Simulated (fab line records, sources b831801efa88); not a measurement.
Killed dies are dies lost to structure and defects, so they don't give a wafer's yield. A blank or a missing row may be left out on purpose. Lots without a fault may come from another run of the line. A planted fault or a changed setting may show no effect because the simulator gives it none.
Which tool did it? | flow sky130 | 14 lots, 42 wafers sampled, at 3 steps of a route of 708

WHAT THE GAUGES READ, wafer by wafer
SKY_METAL1_OVL_MEAS_16. Usual: METAL1_OVL 2 nm, standard deviation 5.9.
lot  | measured     | on         | METAL1_OVL (nm) | flag
L122 | day 33 12:31 | overlay-02 | -1 -1 -1        |
L127 | day 35 05:51 | overlay-01 | 5 10 0          |
L129 | day 35 15:12 | overlay-02 | -4 4 1          |
L130 | day 36 00:15 | overlay-02 | 1 6 2           |
L131 | day 36 09:19 | overlay-01 | 6 -1 -2         |
L136 | day 37 17:31 | overlay-02 | 7 14 14         |
L138 | day 38 04:38 | overlay-01 | -2 -11 -3       |
L137 | day 38 04:51 | overlay-01 | -9 0 -3         |
L139 | day 38 13:10 | overlay-01 | 11 3 4          |
L140 | day 38 23:02 | overlay-01 | -3 10 3         |
L141 | day 39 00:18 | overlay-01 | 3 -2 2          |
L142 | day 39 12:48 | overlay-01 | -7 5 5          |
L143 | day 39 20:40 | overlay-01 | 16 14 8         |
L144 | day 40 01:34 | overlay-01 | 7 1 1           |

SKY_VIA1_CD_MEAS_12: target cd 150 nm. Usual: cd_nm 149.9 nm, standard deviation 1.6.
lot  | measured     | on        | cd_nm (nm)        | flag
L122 | day 34 15:20 | cd_sem-01 | 149.0 150.0 148.7 |
L127 | day 36 09:35 | cd_sem-02 | 149.9 150.5 149.6 |
L129 | day 36 18:20 | cd_sem-02 | 150.9 150.8 151.6 |
L130 | day 37 03:38 | cd_sem-02 | - - -             | OFF
L131 | day 37 13:19 | cd_sem-02 | - - -             | OFF
L136 | day 38 20:06 | cd_sem-01 | 149.5 150.3 150.9 |
L138 | day 39 06:12 | cd_sem-01 | 153.2 150.7 152.6 |
L137 | day 39 06:31 | cd_sem-02 | 151.3 152.6 151.5 |
L139 | day 39 15:05 | cd_sem-01 | 147.5 149.2 147.9 |
L140 | day 40 01:03 | cd_sem-02 | 151.0 149.4 150.0 |
L141 | day 40 02:10 | cd_sem-01 | 151.8 152.7 151.4 |
L142 | day 40 14:23 | cd_sem-01 | 149.5 150.2 148.7 |
L143 | day 40 22:28 | cd_sem-02 | 150.0 150.8 150.7 |
L144 | day 41 03:45 | cd_sem-01 | 149.6 151.1 150.1 |

WHICH TOOL RAN EACH LOT (tool, then ch and the chambers of the sampled wafers, then the start)
lot  | SKY_VIA1_PEB_10
L122 | litho_track-03 ch 0, day 34 14:00
L127 | litho_track-03 ch 0, day 36 09:00
L129 | litho_track-04 ch 0, day 36 17:00
L130 | litho_track-02, day 37 03:00
L131 | litho_track-03, day 37 12:00
L136 | litho_track-04 ch 0, day 38 19:00
L138 | litho_track-03 ch 0, day 39 05:00
L137 | litho_track-02 ch 0, day 39 06:00
L139 | litho_track-02 ch 0, day 39 14:00
L140 | litho_track-02 ch 0, day 40 00:00
L141 | litho_track-02 ch 0, day 40 01:00
L142 | litho_track-02 ch 0, day 40 14:00
L143 | litho_track-02 ch 0, day 40 22:00
L144 | litho_track-03 ch 0, day 41 03:00
- SKY_VIA1_PEB_10

WHAT THE TOOLS THEMSELVES READ (means of the sampled wafers that have a number; where no wafer has one, the mark that the record gives instead)
SKY_VIA1_PEB_10. Usual: exhaust_pa 45.1 Pa, standard deviation 0.86.
lot  | tool           | exhaust_pa (Pa) | flag
L122 | litho_track-03 | 45.5            |
L127 | litho_track-03 | 45.7            |
L129 | litho_track-04 | 46.2            |
L130 | litho_track-02 | -               | OFF
L131 | litho_track-03 | -               | OFF
L136 | litho_track-04 | 44.7            |
L138 | litho_track-03 | 44.4            |
L137 | litho_track-02 | 45.2            |
L139 | litho_track-02 | 44.0            |
L140 | litho_track-02 | 45.9            |
L141 | litho_track-02 | 44.9            |
L142 | litho_track-02 | 45.7            |
L143 | litho_track-02 | 44.7            |
L144 | litho_track-03 | 44.8            |

THE ANSWER, worked out from the rows above alone
Rule: a lot is off if the mean of its wafers that have a number lies more than 3 standard deviations from the usual mean. A lot without any number at a reading at which 4 lots or more have one is off too. The other lots that the step has rows for count as sound. The gauges are gone through in route order, then the tools' own readings, and for those a lot's mean is taken as printed above. The first step at which some lot is off is used, and at that step the reading that is off furthest; a lot without a number counts as furthest.
Off: L130, L131, at SKY_VIA1_CD_MEAS_12 (cd_nm). Without a number there: L130, L131.
A tool fits if, at a process step before that reading, it ran every lot that is off, and no sound lot after the first of them. The gauges at SKY_VIA1_CD_MEAS_12 aren't tried: what is off there is off at SKY_VIA1_PEB_10 too, on other tools, and a gauge's error can't cause that. None of those tried fits.

WHAT THE SIMULATOR HAD PUT IN
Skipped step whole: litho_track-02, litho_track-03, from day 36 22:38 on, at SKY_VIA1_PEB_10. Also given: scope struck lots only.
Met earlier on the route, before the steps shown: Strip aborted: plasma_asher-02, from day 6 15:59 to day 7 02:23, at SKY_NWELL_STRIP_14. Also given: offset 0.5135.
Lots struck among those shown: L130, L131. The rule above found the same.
